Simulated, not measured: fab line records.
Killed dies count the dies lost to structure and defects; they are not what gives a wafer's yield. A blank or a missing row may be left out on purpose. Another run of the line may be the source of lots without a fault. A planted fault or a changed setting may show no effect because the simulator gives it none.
Which of the tools did it? ; flow sky130 ; 18 wafers from 6 lots sampled at 2 of the route's 708 steps

## WHAT THE GAUGES SHOWED, per wafer
SKY_VT_ADJUST_NCORE_OVL_MEAS_08.
lot;measured;on;VT_ADJUST_NCORE_OVL (nm)
L340;day 10 17:05;overlay-02;2.0 1.6 0.1
L343;day 11 10:22;overlay-01;-1.5 -1.4 0.0
L345;day 12 00:13;overlay-02;-0.6 -1.9 -1.1
L349;day 13 08:19;overlay-01;-148.8 -149.1 -147.2
L351;day 14 06:47;overlay-02;-147.4 -147.6 -146.3
L356;day 15 10:50;overlay-01;0.9 0.3 3.4

## EACH LOT AND THE TOOL THAT RAN IT (in order: tool; ch and the chambers of the sampled wafers; start)
lot;SKY_VT_ADJUST_NCORE_EXPOSE_04
L340;iline-stepper-01 ch 0, day 10 06:37
L343;iline-stepper-01 ch 0, day 10 22:26
L345;iline-stepper-02 ch 0, day 11 12:29
L349;iline-stepper-01 ch 0, day 12 20:05
L351;iline-stepper-01 ch 0, day 13 18:38
L356;iline-stepper-02 ch 0, day 14 23:00
- SKY_VT_ADJUST_NCORE_EXPOSE_04: exposes mask LVTN COMPLEMENT THIN, target cd 380 nm.

## THE ANSWER, worked out from the rows above alone
Rule: the usual values come from the lots themselves. The widest of any qualifying gaps counts: lots, ordered by their means at a reading, are off when they make up no more than a third of the lots, leave a main group of 4 or more, and stand apart from it by 3 or more times the standard deviation of that group's means. The tables above print the reading to a certain number of digits; a main group whose means all agree to those digits is not used. A lot without any number at a reading at which 4 lots or more have one is off too. The other lots that the step has rows for count as sound.
Off: L349, L351, seen at SKY_VT_ADJUST_NCORE_OVL_MEAS_08 (VT_ADJUST_NCORE_OVL). The main group has a mean of 0.1 nm with a standard deviation of 1.2.
A tool fits if, at a process step before that reading, it ran every lot that is off, and no sound lot after the first of them. The gauges at SKY_VT_ADJUST_NCORE_OVL_MEAS_08 are tried like those tools. One fits: SKY_VT_ADJUST_NCORE_EXPOSE_04 on iline-stepper-01. Its last sound lot is L343 (day 10 22:26), its first lot that is off L349 (day 12 20:05): a fault that began between those two fits.

## WHAT THE SIMULATOR PUT IN
Scanner matching overlay: iline-stepper-01, from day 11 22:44 on, at SKY_VT_ADJUST_NCORE_EXPOSE_04. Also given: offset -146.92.
Struck lots among those shown: L349, L351. This agrees with what the rule above found.
